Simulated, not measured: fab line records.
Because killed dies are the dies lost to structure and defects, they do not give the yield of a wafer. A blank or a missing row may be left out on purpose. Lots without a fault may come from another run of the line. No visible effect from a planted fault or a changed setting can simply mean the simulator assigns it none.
Which of the tools did it? -- flow gf180mcu -- 14 lots with 42 wafers sampled at 3 steps, on a route of 602 steps

WHAT THE GAUGES READ, wafer by wafer
GF_DUAL_GATE_OVL_MEAS_11. Usual: for DUAL_GATE_OVL the level is -0.4 nm and the standard deviation is 1.3.
lot,measured,on,DUAL_GATE_OVL (nm),flag
L970,day 8 09:02,overlay-02,-2.0 -1.5 -2.0,
L973,day 9 05:38,overlay-01,-1.7 -2.4 -3.0,
L974,day 9 12:13,overlay-01,-1.7 -0.1 -0.6,
L975,day 9 16:53,overlay-01,0.5 -0.2 0.7,
L976,day 10 02:20,overlay-02,-2.5 -1.2 1.3,
L977,day 10 08:57,overlay-01,0.3 -0.5 0.3,
L979,day 11 00:00,overlay-02,-2.7 0.5 0.6,
L982,day 11 19:18,overlay-01,1.5 0.6 1.2,
L983,day 12 03:55,overlay-02,0.2 -0.8 0.2,
L985,day 12 16:29,overlay-01,-1.4 -0.9 -1.0,
L990,day 14 02:54,overlay-02,-1.7 -1.0 -0.8,
L991,day 14 07:37,overlay-02,-1.6 -2.2 -0.6,
L992,day 14 17:50,overlay-01,-2.4 -1.5 -0.8,
L993,day 15 00:41,overlay-01,-2.1 -3.2 -1.9,

GF_CONTACT_OVL_MEAS_15. Usual: for CONTACT_OVL the level is -4 nm and the standard deviation is 5.2.
lot,measured,on,CONTACT_OVL (nm),flag
L970,day 16 03:19,overlay-01,-4 -2 10,
L973,day 17 08:49,overlay-02,-6 -10 -14,
L974,day 17 14:38,overlay-02,-4 -7 -5,
L975,day 17 18:53,overlay-02,-7 -11 -7,
L976,day 18 07:23,overlay-01,-7 -11 -5,
L977,day 18 18:38,overlay-01,-3 -2 8,
L979,day 19 10:37,overlay-01,-6 -7 -12,
L985,day 21 18:03,overlay-01,-6 -2 3,
L990,day 23 08:17,overlay-01,-1 -2 1,
L991,day 23 12:58,overlay-01,-4 -11 0,
L992,day 23 23:16,overlay-02,-9 -9 -6,
L993,day 24 09:50,overlay-01,-14 -17 -17,

EACH LOT AND THE TOOL THAT RAN IT (in order: tool; ch and the chambers of the sampled wafers; start)
lot,GF_DUAL_GATE_STRIP_13
L970,"plasmaAsher-03 ch 0,1, day 8 09:09"
L973,"plasmaAsher-03 ch 0,1, day 9 05:45"
L974,"plasmaAsher-01 ch 0,1, day 9 12:20"
L975,"plasmaAsher-03 ch 0,1, day 9 17:00"
L976,"plasmaAsher-01 ch 0,1, day 10 02:28"
L977,"plasmaAsher-03 ch 1, day 10 09:04"
L979,"plasmaAsher-01 ch 0,1, day 11 00:07"
L982,"plasmaAsher-04 ch 0,1, day 11 19:25"
L983,"plasmaAsher-03 ch 0,1, day 12 04:01"
L985,"plasmaAsher-03 ch 0,1, day 12 16:37"
L990,"plasmaAsher-03 ch 0,1, day 14 03:02"
L991,"plasmaAsher-03 ch 0,1, day 14 07:43"
L992,"plasmaAsher-01 ch 0,1, day 14 17:58"
L993,"plasmaAsher-04 ch 0,1, day 15 00:47"
- GF_DUAL_GATE_STRIP_13: strips in O2/N2.

WHAT THE TOOLS THEMSELVES READ (means of the sampled wafers that have a number; where no wafer has one, the mark that the record gives instead)
GF_DUAL_GATE_STRIP_13. Usual: chamberPressureMTorr 1500.3 mTorr, standard deviation 1.3; drypumpMotorCurrentA 5.6 A, standard deviation 0.44; heaterPowerW 308 W, standard deviation 16; o2FlowSccm 3000 sccm, standard deviation 9.3; oesProductAu 0.716 a.u., standard deviation 0.0046; stripTimeToEndpointS 12.62 s, standard deviation 0.032.
lot,tool,chamberPressureMTorr (mTorr),drypumpMotorCurrentA (A),heaterPowerW (W),o2FlowSccm (sccm),oesProductAu (a.u.),stripTimeToEndpointS (s),flag
L970,plasmaAsher-03,1499.9,5.5,296,2998,0.721,12.60,
L973,plasmaAsher-03,1499.5,5.5,300,3001,0.718,12.60,
L974,plasmaAsher-01,1499.9,5.7,331,3001,0.715,12.58,
L975,plasmaAsher-03,1498.9,5.5,300,3000,0.714,12.66,
L976,plasmaAsher-01,1499.3,6.1,321,2999,0.715,12.66,
L977,plasmaAsher-03,1499.4,5.5,303,3015,0.716,12.63,
L979,plasmaAsher-01,1499.6,6.1,321,2999,0.715,12.60,
L982,plasmaAsher-04,-,-,-,-,-,-,OFF
L983,plasmaAsher-03,-,-,-,-,-,-,OFF
L985,plasmaAsher-03,1501.6,5.5,301,2997,0.718,12.66,
L990,plasmaAsher-03,1500.8,5.5,303,2997,0.716,12.63,
L991,plasmaAsher-03,1499.7,5.5,301,3005,0.716,12.56,
L992,plasmaAsher-01,1501.8,5.7,325,2997,0.714,12.60,
L993,plasmaAsher-04,1500.3,5.1,319,2987,0.716,12.63,

THE ANSWER, worked out from the rows above alone
Rule: a lot is off if the mean of its wafers that have a number lies more than 3 standard deviations from the usual mean. A lot without any number at a reading at which 4 lots or more have one is off too. Any other lot the step has rows for is counted as sound. After the gauges, taken in route order, come the tools' own readings; for these a lot's mean is taken, as printed above. The first step at which some lot is off is used, and at that step the reading that is off furthest; a lot without a number counts as furthest.
Off: L982, L983, at GF_DUAL_GATE_STRIP_13 (chamberPressureMTorr). Without a number there: L982, L983.
A tool fits if, at that step or a process step before it, it ran every lot that is off, and no sound lot after the first of them. None of those tried fits.

WHAT WAS PUT IN BY THE SIMULATOR
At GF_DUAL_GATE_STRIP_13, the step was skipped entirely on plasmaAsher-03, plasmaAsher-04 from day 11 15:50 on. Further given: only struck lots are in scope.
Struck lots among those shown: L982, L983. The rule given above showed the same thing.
